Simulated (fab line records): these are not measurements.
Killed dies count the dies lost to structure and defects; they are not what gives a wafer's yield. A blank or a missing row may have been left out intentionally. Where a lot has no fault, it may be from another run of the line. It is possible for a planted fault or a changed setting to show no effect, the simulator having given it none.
fab line records	flow sky130
record lots=7	wafers=21	last-day=50
route steps=708 shown METAL3@561 VIA3@573 PAD_OPEN@708
lots untouched by any fault: they come from a run of this same line in which no faults occurred
start-h: hours from the record's first day to the start of the lot's first wafer shown	wait-h: time in hours since the lot's previous step	" unchanged from the row above	L1.1+2: a single row standing in for several wafers	- no value, or no start was given	* or withheld: withheld	< > ~ a bound
route shown NAME@n: names a module that has steps shown in the file, with the first one's number in the route	usual: mean and standard deviation over wafers with no fault	same: alike in all rows	chamber/n: place in a boat	sites: readings site by site	_std_site: their standard deviation	_edge_site: mean of outer sites minus mean of inner sites	radius-mm: how far each site lies from the wafer's centre	mask NAME#n: copy n	behind: the most recent tool/chamber to have shaped the wafer	hold: the reason the lot was held/the length of the hold in hours/how it ended	device: the transistor (n, p or np) that didn't switch	end of line: the tests these same wafers got at the end of their route	a step with no rows: only its recipe	killed: dies that structure and defects cost at the first sort, which is not the same as the wafer's yield	map: dies across one wafer; x = killed, . = not, _ = none there
set.NAME: setting as actually run; set.NAME@STEP: the setting as run at that earlier step	model.NAME: the simulator's own value behind a step, which no gauge read
a table for each step, a row for each wafer; lots at some steps of the route
services: the hour from which a tool's chamber was out of use, counted from the record's first day as start-h (under 0 if before that day), plus the number of hours and why
## steps
# step SKY_METAL3_PEB_11
# recipe peb-temp-c=withheld	peb-time-s=withheld	resist=KrF-thick
# step SKY_METAL3_DEVELOP_12
# recipe develop-time-s=60	resist=KrF-thick	dev-temp-c=21
# step SKY_METAL3_CD_MEAS_13
# recipe target-cd-nm=300
# usual cd-nm=299.7/1.6
lot.wafer	tool	chamber	start-h	wait-h	cd-nm
L929.1	cd-sem-02	-	956.15	-	297.8
L929.3	"	-	"	"	298.0
L929.6	"	-	"	"	299.6
L932.1	cd-sem-02	-	977.40	-	299.9
L932.2	"	-	"	"	297.4
L932.5	"	-	"	"	297.9
L933.1	cd-sem-02	-	989.69	-	300.2
L933.2	"	-	"	"	301.6
L933.5	"	-	"	"	300.6
L934.2	cd-sem-01	-	991.07	-	299.8
L934.3	"	-	"	"	299.8
L934.4	"	-	"	"	298.7
L938.2	cd-sem-02	-	1001.57	-	300.3
L938.3	"	-	"	"	299.0
L938.6	"	-	"	"	298.6
L942.1	cd-sem-01	-	1028.99	-	299.2
L942.4	"	-	"	"	299.3
L942.5	"	-	"	"	301.0
L946.1	cd-sem-02	-	1063.86	-	299.0
L946.4	"	-	"	"	299.1
L946.6	"	-	"	"	300.0
# step SKY_METAL3_OVL_MEAS_14
# usual METAL3_OVL=0/4.4
lot.wafer	tool	chamber	start-h	wait-h	METAL3_OVL[nm]
L929.1	overlay-01	-	956.27	0.1	3
L929.3	"	-	"	"	-3
L929.6	"	-	"	"	8
L932.1	overlay-01	-	977.52	0.1	-3
L932.2	"	-	"	"	-7
L932.5	"	-	"	"	-1
L933.1	overlay-02	-	989.81	0.1	2
L933.2	"	-	"	"	-2
L933.5	"	-	"	"	-1
L934.2	overlay-01	-	991.18	0.1	-3
L934.3	"	-	"	"	-4
L934.4	"	-	"	"	3
L938.2	overlay-02	-	1001.68	0.1	-5
L938.3	"	-	"	"	-4
L938.6	"	-	"	"	-8
L942.1	overlay-01	-	1029.11	0.1	-5
L942.4	"	-	"	"	-3
L942.5	"	-	"	"	-2
L946.1	overlay-02	-	1063.98	0.1	0
L946.4	"	-	"	"	-3
L946.6	"	-	"	"	-3
# step SKY_METAL3_DESCUM_15
# recipe chemistry=O2	source-power-w=150	bias-power-w=0	pressure-mtorr=10	temp-c=40	time-s=8
# usual drypump-motor-current-A=5.8/0.41	oes-product-au=1.002/0.01	temp-c=40.01/0.11
lot.wafer	tool	chamber	start-h	wait-h	drypump-motor-current-A	oes-product-au	rf-hours-counter-h	temp-c
L929.1	rie-metal-04	0	956.31	0.0	6.2	1.009	16	40.05
L929.3	"	0	"	"	6.2	1.011	-	39.94
L929.6	"	0	"	"	6.2	1.018	-	40.00
L932.1	rie-metal-03	1	977.56	0.0	5.9	0.993	16	40.19
L932.2	"	0	"	"	5.9	1.002	3	39.97
L932.5	"	1	"	"	6.0	0.979	-	40.02
L933.1	rie-metal-02	1	989.84	0.0	6.1	1.009	4	39.96
L933.2	"	0	"	"	6.0	1.019	9	40.16
L933.5	"	0	"	"	6.0	1.021	-	40.13
L934.2	rie-metal-04	0	991.21	0.0	6.2	0.999	18	39.96
L934.3	"	0	"	"	6.2	0.996	-	40.08
L934.4	"	1	"	"	5.1	1.006	-	40.13
L938.2	rie-metal-02	1	1001.71	0.0	6.1	1.016	5	39.96
L938.3	"	0	"	"	6.0	1.009	-	40.02
L938.6	"	1	"	"	6.1	1.000	-	39.99
L942.1	rie-metal-04	1	1029.14	0.0	5.1	0.991	17	40.04
L942.4	"	0	"	"	6.2	1.000	-	40.11
L942.5	"	0	"	"	6.2	0.997	-	40.00
L946.1	rie-metal-04	1	1064.02	0.0	5.1	0.987	19	39.95
L946.4	"	1	"	"	5.1	1.002	-	40.21
L946.6	"	1	"	"	5.1	0.992	-	40.16
# step SKY_METAL3_ETCH_16
# recipe chemistry=N2/H2	target=BARC	ion-energy-ev=200	bias-w=100	pressure-mtorr=30	n2-flow-sccm=100	h2-flow-sccm=200	icp-w=500	stop-on=SiO2	time-s=88.2	target-depth-a=600
# usual drypump-motor-current-A=5.8/0.41	oes-product-au=0.626/0.005	throttle-valve-pct=13.205/0.0096
lot.wafer	tool	chamber	start-h	wait-h	drypump-motor-current-A	oes-product-au	rf-hours-counter-h	throttle-valve-pct
L929.1	rie-metal-04	0	956.34	0.0	6.2	0.622	16	13.208
L929.3	"	0	"	"	6.2	0.622	-	13.199
L929.6	"	0	"	"	6.2	0.620	-	13.206
L932.1	rie-metal-03	1	977.59	0.0	6.0	0.629	16	13.222
L932.2	"	0	"	"	5.9	0.623	3	13.192
L932.5	"	1	"	"	6.0	0.621	-	13.206
L933.1	rie-metal-02	1	989.87	0.0	6.1	0.626	4	13.218
L933.2	"	0	"	"	6.0	0.624	9	13.181
L933.5	"	0	"	"	6.0	0.625	-	13.196
L934.2	rie-metal-04	0	991.24	0.0	6.2	0.624	18	13.201
L934.3	"	0	"	"	6.2	0.617	-	13.216
L934.4	"	1	"	"	5.2	0.636	-	13.186
L938.2	rie-metal-02	1	1001.74	0.0	6.1	0.620	5	13.206
L938.3	"	0	"	"	6.0	0.629	-	13.204
L938.6	"	1	"	"	6.1	0.624	-	13.210
L942.1	rie-metal-04	1	1029.17	0.0	5.2	0.627	17	13.194
L942.4	"	0	"	"	6.2	0.627	-	13.199
L942.5	"	0	"	"	6.2	0.618	-	13.208
L946.1	rie-metal-04	1	1064.05	0.0	5.1	0.625	19	13.202
L946.4	"	1	"	"	5.1	0.627	-	13.208
L946.6	"	1	"	"	5.1	0.632	-	13.211
# step SKY_METAL3_ETCH_17
# recipe target=SiO2	stop-on=TiN	chemistry=C4F8/O2/Ar	source-w=1500	bias-w=1200	pressure-mtorr=40	c4f8-flow-sccm=withheld	O2_flow_sccm=6	Ar_flow_sccm=300	time-s=3.9	target-depth-a=150
# usual oes-product-au=0.755/0.0083
lot.wafer	tool	chamber	start-h	wait-h	oes-product-au	rf-hours-counter-h
L929.1	rie-diel-04	0	956.44	0.1	0.754	4
L929.3	"	2	"	"	0.755	12
L929.6	"	0	"	"	0.766	-
L932.1	rie-diel-01	0	977.69	0.1	0.759	19
L932.2	"	2	"	"	0.761	14
L932.5	"	1	"	"	0.758	-
L933.1	rie-diel-01	1	989.97	0.1	0.761	22
L933.2	"	3	"	"	0.752	18
L933.5	"	0	"	"	0.757	-
L934.2	rie-diel-02	3	991.34	0.1	0.753	5
L934.3	"	2	"	"	0.750	17
L934.4	"	2	"	"	0.752	-
L938.2	rie-diel-01	0	1001.84	0.1	0.750	19
L938.3	"	2	"	"	0.754	15
L938.6	"	1	"	"	0.751	-
L942.1	rie-diel-02	1	1029.27	0.1	0.754	23
L942.4	"	0	"	"	0.760	1
L942.5	"	1	"	"	0.759	-
L946.1	rie-diel-04	2	1064.15	0.1	0.767	15
L946.4	"	1	"	"	0.754	23
L946.6	"	0	"	"	0.769	-
# step SKY_METAL3_METAL_ETCH_18
# recipe target-depth-a=8450	stop-on=SiO2	over-etch-frac=0.3	time-s=183.1	chemistry=Cl2/BCl3	resist-sidewall-deg=88	pressure-mtorr=10	icp-w=900	bias-w=48.5	Cl2_flow_sccm=60	bcl3-flow-sccm=30
# usual drypump-motor-current-A=5.94/0.23	oes-product-au=0.867/0.0063	throttle-valve-pct=22.265/0.0085
lot.wafer	tool	chamber	start-h	wait-h	drypump-motor-current-A	oes-product-au	rf-hours-counter-h	throttle-valve-pct
L929.1	rie-metal-03	0	956.46	0.0	5.86	0.859	2	22.277
L929.3	"	0	"	"	5.87	0.867	-	22.268
L929.6	"	0	"	"	5.87	0.869	-	22.263
L932.1	rie-metal-02	1	977.71	0.0	6.11	0.864	3	22.264
L932.2	"	0	"	"	6.04	0.857	9	22.260
L932.5	"	1	"	"	6.12	0.859	-	22.271
L933.1	rie-metal-03	1	989.99	0.0	5.94	0.863	16	22.267
L933.2	"	0	"	"	5.88	0.875	3	22.271
L933.5	"	0	"	"	5.89	0.860	-	22.275
L934.2	rie-metal-02	1	991.36	0.0	6.16	0.878	4	22.278
L934.3	"	0	"	"	6.01	0.873	-	22.276
L934.4	"	1	"	"	6.16	0.863	-	22.270
L938.2	rie-metal-03	0	1001.86	0.0	5.85	0.873	4	22.258
L938.3	"	1	"	"	5.97	0.864	-	22.259
L938.6	"	0	"	"	5.88	0.862	-	22.277
L942.1	rie-metal-03	0	1029.29	0.0	5.85	0.866	7	22.273
L942.4	"	0	"	"	5.89	0.867	-	22.254
L942.5	"	0	"	"	5.86	0.870	-	22.262
L946.1	rie-metal-02	0	1064.17	0.0	6.01	0.865	14	22.279
L946.4	"	1	"	"	6.14	0.865	-	22.267
L946.6	"	1	"	"	6.13	0.868	-	22.260
# step SKY_METAL3_STRIP_19
# recipe chemistry=O2/N2	power-w=1400	pressure-mtorr=1500	platen-temp-c=withheld	o2-flow-sccm=3000	n2-flow-sccm=300	overash-fraction=0.5
# step SKY_METAL3_STRIP_20
# recipe chemistry=post-etch-residue-remover	time-s=1200	temp-c=72.5
# step SKY_METAL3_CLEAN_21
# recipe chemistry=IPA	time-s=180	temp-c=25
# step SKY_METAL3_CLEAN_22
# recipe chemistry=O3/DIW	dry=n2-spin
# step SKY_VIA3_HDPCVD_00
# recipe material=SiO2	target-thk-nm=1635	sigma-open-frac=0.3	time-s=272.5	temp-c=400	sih4-flow-sccm=60	pressure-mtorr=6
# usual run-length-s=300.4/0.59
lot.wafer	tool	chamber	start-h	wait-h	run-length-s	model.SiO2_of_VIA3_HDPCVD_00.thk-nm
L929.1	hdpcvd-02	2	957.23	0.0	302.3	1601
L929.3	"	1	"	"	299.9	1641
L929.6	"	2	"	"	301.1	1615
L932.1	hdpcvd-02	1	978.48	0.0	276.2	1528
L932.2	"	2	"	"	301.2	1645
L932.5	"	1	"	"	299.9	1680
L933.1	hdpcvd-02	1	990.81	0.0	275.7	1529
L933.2	"	0	"	"	300.3	1620
L933.5	"	2	"	"	301.6	1650
L934.2	hdpcvd-02	2	992.22	0.0	301.7	1658
L934.3	"	0	"	"	276.0	1497
L934.4	"	0	"	"	299.7	1644
L938.2	hdpcvd-01	1	1002.63	0.0	300.8	1618
L938.3	"	0	"	"	300.4	1628
L938.6	"	1	"	"	301.0	1634
L942.1	hdpcvd-01	1	1030.27	0.0	300.9	1633
L942.4	"	1	"	"	301.3	1639
L942.5	"	2	"	"	300.7	1616
L946.1	hdpcvd-01	0	1065.54	0.0	300.0	1629
L946.4	"	2	"	"	300.1	1613
L946.6	"	1	"	"	300.6	1662
# step SKY_VIA3_THK_MEAS_01
# recipe reads=SiO2_of_VIA3_HDPCVD_00
# usual VIA3_HDPCVD_THK=1635/19
lot.wafer	tool	chamber	start-h	wait-h	VIA3_HDPCVD_THK[nm]
L929.1	film-metro-01	-	957.40	0.1	1602
L929.3	"	-	"	"	1641
L929.6	"	-	"	"	1616
L932.1	film-metro-02	-	978.64	0.1	1527
L932.2	"	-	"	"	1645
L932.5	"	-	"	"	1680
L933.1	film-metro-02	-	990.97	0.1	1530
L933.2	"	-	"	"	1619
L933.5	"	-	"	"	1651
L934.2	film-metro-04	-	992.40	0.1	1658
L934.3	"	-	"	"	1498
L934.4	"	-	"	"	1644
L938.2	film-metro-01	-	1002.80	0.1	1616
L938.3	"	-	"	"	1628
L938.6	"	-	"	"	1636
L942.1	film-metro-04	-	1030.44	0.1	1633
L942.4	"	-	"	"	1641
L942.5	"	-	"	"	1615
L946.1	film-metro-02	-	1065.71	0.1	1629
L946.4	"	-	"	"	1613
L946.6	"	-	"	"	1661
# step SKY_VIA3_CMP_02
# recipe material=SiO2	down-force-psi=4	platen-rpm=60	pad-velocity-m-s=0.94248
# usual motor-current-A=12.1/1
lot.wafer	tool	chamber	start-h	wait-h	motor-current-A
L929.3	cmp-02	3	957.46	0.0	12.8
L929.1	"	1	"	"	13.6
L929.6	"	0	"	"	11.9
L932.2	cmp-02	0	978.70	0.0	11.5
L932.1	"	1	"	"	14.3
L932.5	"	0	"	"	12.2
L933.2	cmp-01	2	991.03	0.0	11.4
L933.1	"	0	"	"	12.4
L933.5	"	3	"	"	11.1
L934.2	cmp-02	0	992.45	0.0	11.7
L934.3	"	1	"	"	13.8
L934.4	"	2	"	"	13.4
L938.2	cmp-01	3	1002.95	0.1	10.7
L938.3	"	0	"	"	13.5
L938.6	"	1	"	"	11.0
L942.1	cmp-01	2	1030.55	0.1	11.5
L942.4	"	3	"	"	11.0
L942.5	"	2	"	"	11.5
L946.4	cmp-02	3	1065.82	0.1	11.7
L946.1	"	1	"	"	13.4
L946.6	"	2	"	"	12.8
# step SKY_PAD_OPEN_PROBE_99
# usual defect-limited-yield=82.5/1.9	killed_at_M0_to_M3=43/6.8	killed_at_M4_up=3.2/1.8	killed-at-contacts=24/6.2	killed-at-front-end=15/4.7	killed-at-other=0.4/0.63	killed-dies=86/9.6	killed-on-rim=17/3.9	killed-open=47/6.9	killed-short=39/6.3	sort_bin_3_pad_short=0.9/0.46	sort_bin_5_function=10.5/1.5	sort_bin_6_memory=6.1/1.1	sort-n-pass=406/9.6	sort-yield-pct=82.5/1.9
# same gross-dies=492	killed-at-back-side=0	sort_bin_4_leakage[%]=0	sort_bin_8_speed[%]=0
lot.wafer	tool	chamber	start-h	wait-h	defect-limited-yield[%]	killed_at_M0_to_M3	killed_at_M4_up	killed-at-contacts	killed-at-front-end	killed-at-other	killed-dies	killed-on-rim	killed-open	killed-short	sort_bin_3_pad_short[%]	sort_bin_5_function[%]	sort_bin_6_memory[%]	sort-n-pass	sort-yield-pct[%]
L932.1	prober-02	-	1139.42	0.1	80.9	52	2	28	11	1	94	18	57	37	1.0	11.8	6.3	398	80.9
L932.2	prober-02	-	1139.47	0.1	81.3	47	2	31	12	0	92	27	45	47	0.2	13.0	5.5	400	81.3
L932.5	prober-02	-	1139.62	0.2	81.7	52	3	21	14	0	90	19	47	43	0.4	10.4	7.5	402	81.7
L933.1	prober-01	-	1146.14	0.1	83.7	38	2	25	14	1	80	13	57	23	0.6	10.6	5.1	412	83.7
L933.2	prober-01	-	1146.19	0.1	82.5	42	3	22	19	0	86	19	50	36	0.2	10.0	7.3	406	82.5
L933.5	prober-01	-	1146.34	0.2	81.7	44	4	28	14	0	90	14	53	37	0.2	12.4	5.7	402	81.7
L942.1	prober-02	-	1178.08	0.1	79.9	52	0	24	21	2	99	25	51	48	2.0	11.4	6.7	393	79.9
L942.4	prober-02	-	1178.23	0.2	81.3	53	6	19	14	0	92	16	40	52	0	12.4	6.3	400	81.3
L942.5	prober-02	-	1178.28	0.2	82.7	48	1	26	9	1	85	20	49	36	0.4	9.6	7.3	407	82.7
L946.1	prober-01	-	1202.22	0.1	82.7	51	4	22	6	2	85	15	44	41	0.8	9.3	7.1	407	82.7
L946.4	prober-01	-	1202.37	0.2	82.7	38	3	27	16	1	85	14	43	42	1.4	10.8	5.1	407	82.7
L946.6	prober-01	-	1202.47	0.2	84.6	41	1	21	13	0	76	13	43	33	0.8	9.1	5.5	416	84.6
# killed by level:class
L932.1 VIA1:geometric-particle:open=12 CONTACT:geometric-particle:open=12 VIA3:geometric-particle:open=10 CONTACT:geometric-particle:short=8 METAL2:geometric-particle:short=7 LI_CONTACT:geometric-particle:open=5 METAL1:geometric-particle:short=5 VIA2:geometric-particle:open=4
L932.2 CONTACT:geometric-particle:open=13 LOCAL_INTERCONNECT:geometric-particle:short=7 VIA2:geometric-particle:open=7 METAL1:geometric-particle:short=6 VIA1:geometric-particle:short=6 POLY_GATE:geometric-particle:short=5 LI_CONTACT:geometric-particle:open=5 VIA2:geometric-particle:short=5
L932.5 VIA1:geometric-particle:open=11 CONTACT:geometric-particle:open=10 VIA3:geometric-particle:open=9 METAL2:geometric-particle:short=8 VIA2:geometric-particle:open=6 METAL1:geometric-particle:short=6 LI_CONTACT:geometric-particle:open=5 POLY_GATE:geometric-particle:short=4
L933.1 LI_CONTACT:geometric-particle:open=11 CONTACT:geometric-particle:open=11 VIA1:geometric-particle:open=11 VIA2:geometric-particle:open=6 VIA3:geometric-particle:open=6 VIA3:geometric-particle:short=5 FIELD_ISO:geometric-particle:short=4 VIA1:geometric-particle:short=4
L933.2 CONTACT:geometric-particle:open=8 VIA1:geometric-particle:open=8 VIA3:geometric-particle:open=8 VIA2:geometric-particle:open=8 FIELD_ISO:geometric-particle:open=6 LI_CONTACT:geometric-particle:open=6 POLY_GATE:geometric-particle:short=5 METAL1:geometric-particle:short=5
L933.5 VIA1:geometric-particle:open=12 LI_CONTACT:geometric-particle:open=8 CONTACT:geometric-particle:open=8 LOCAL_INTERCONNECT:geometric-particle:short=5 METAL3:geometric-particle:short=5 VIA3:geometric-particle:open=5 POLY_GATE:geometric-particle:open=4 VIA1:geometric-particle:short=4
L942.1 VIA2:geometric-particle:open=10 CONTACT:geometric-particle:open=9 VIA1:geometric-particle:open=9 FIELD_ISO:geometric-particle:open=7 LOCAL_INTERCONNECT:geometric-particle:short=7 METAL1:geometric-particle:short=7 VIA2:geometric-particle:short=7 VIA3:geometric-particle:open=6
L942.4 METAL2:geometric-particle:short=9 VIA3:geometric-particle:open=7 LI_CONTACT:geometric-particle:open=6 METAL1:geometric-particle:short=6 VIA2:geometric-particle:open=6 VIA2:geometric-particle:short=5 CONTACT:geometric-particle:open=5 VIA3:geometric-particle:short=5
L942.5 VIA1:geometric-particle:open=12 VIA3:geometric-particle:open=12 CONTACT:geometric-particle:open=11 CONTACT:geometric-particle:short=7 METAL1:geometric-particle:short=7 VIA1:geometric-particle:short=6 LOCAL_INTERCONNECT:geometric-particle:short=5 VIA2:geometric-particle:open=5
L946.1 VIA1:geometric-particle:open=11 CONTACT:geometric-particle:open=8 METAL1:geometric-particle:short=8 VIA1:geometric-particle:short=7 VIA2:geometric-particle:open=6 VIA3:geometric-particle:open=6 CONTACT:geometric-particle:short=5 LI_CONTACT:geometric-particle:open=4
L946.4 CONTACT:geometric-particle:open=10 VIA1:geometric-particle:open=8 POLY_GATE:geometric-particle:short=7 CONTACT:geometric-particle:short=6 FIELD_ISO:geometric-particle:open=5 LI_CONTACT:geometric-particle:open=5 VIA1:geometric-particle:short=5 METAL2:geometric-particle:short=5
L946.6 CONTACT:geometric-particle:open=11 VIA1:geometric-particle:open=8 METAL1:geometric-particle:short=5 VIA2:geometric-particle:open=5 VIA2:geometric-particle:short=4 LOCAL_INTERCONNECT:geometric-particle:short=4 METAL2:geometric-particle:short=4 METAL1:geometric-particle:open=4
## services
tool	chamber	start-h	hours	kind
cmp-02	-	932.93	0.9	repair
rie-diel-02	0	939.08	9.1	repair
cmp-01	-	939.52	1.2	repair
hdpcvd-01	-	942.55	1.7	repair
rie-diel-02	1	945.24	4.0	repair
rie-diel-01	3	945.74	12.3	repair
rie-diel-04	-	949.80	2.8	pm
hdpcvd-01	-	950.25	15.0	pm
rie-metal-04	-	956.44	1.4	pm
cmp-01	-	957.95	0.5	repair
rie-diel-02	2	961.55	20.1	repair
rie-diel-01	2	965.29	5.4	repair
cmp-02	-	970.11	0.4	repair
cmp-01	-	974.76	4.7	pm
cmp-01	-	982.68	4.8	repair
hdpcvd-02	-	999.11	14.6	pm
cmp-02	-	1002.70	7.7	pm
rie-metal-03	1	1011.18	27.6	repair
cmp-01	-	1021.69	1.3	repair
rie-diel-02	2	1022.77	1.9	repair
cmp-01	-	1023.76	2.2	repair
rie-metal-03	0	1031.79	19.2	repair
rie-diel-04	-	1041.67	0.4	repair
rie-diel-04	3	1064.17	2.6	repair
## key
first-sign step=SKY_VIA3_HDPCVD_00	reading=run-length-s	direction=down	sigmas=41	usual=*	struck=*
effect step=SKY_VIA3_THK_MEAS_01	reading=VIA3_HDPCVD_THK	direction=down	sigmas=6	usual=1635	struck=1518
model-effect step=SKY_VIA3_HDPCVD_00	value=SiO2_of_VIA3_HDPCVD_00.thk-nm	without=1664	struck=1518
met-at SKY_VIA3_HDPCVD_00
struck-wafers L932.1,L933.1,L934.3
onset-between 957.23 978.48
fault kind=process-parameter-drift	tool=hdpcvd-02	chamber=-	onset-h=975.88	steps=SKY_VIA3_HDPCVD_00	channel=time-s	offset=*	shape=step	end-h=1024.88	scope=struck-wafers-only	acts-in=*	stated=*
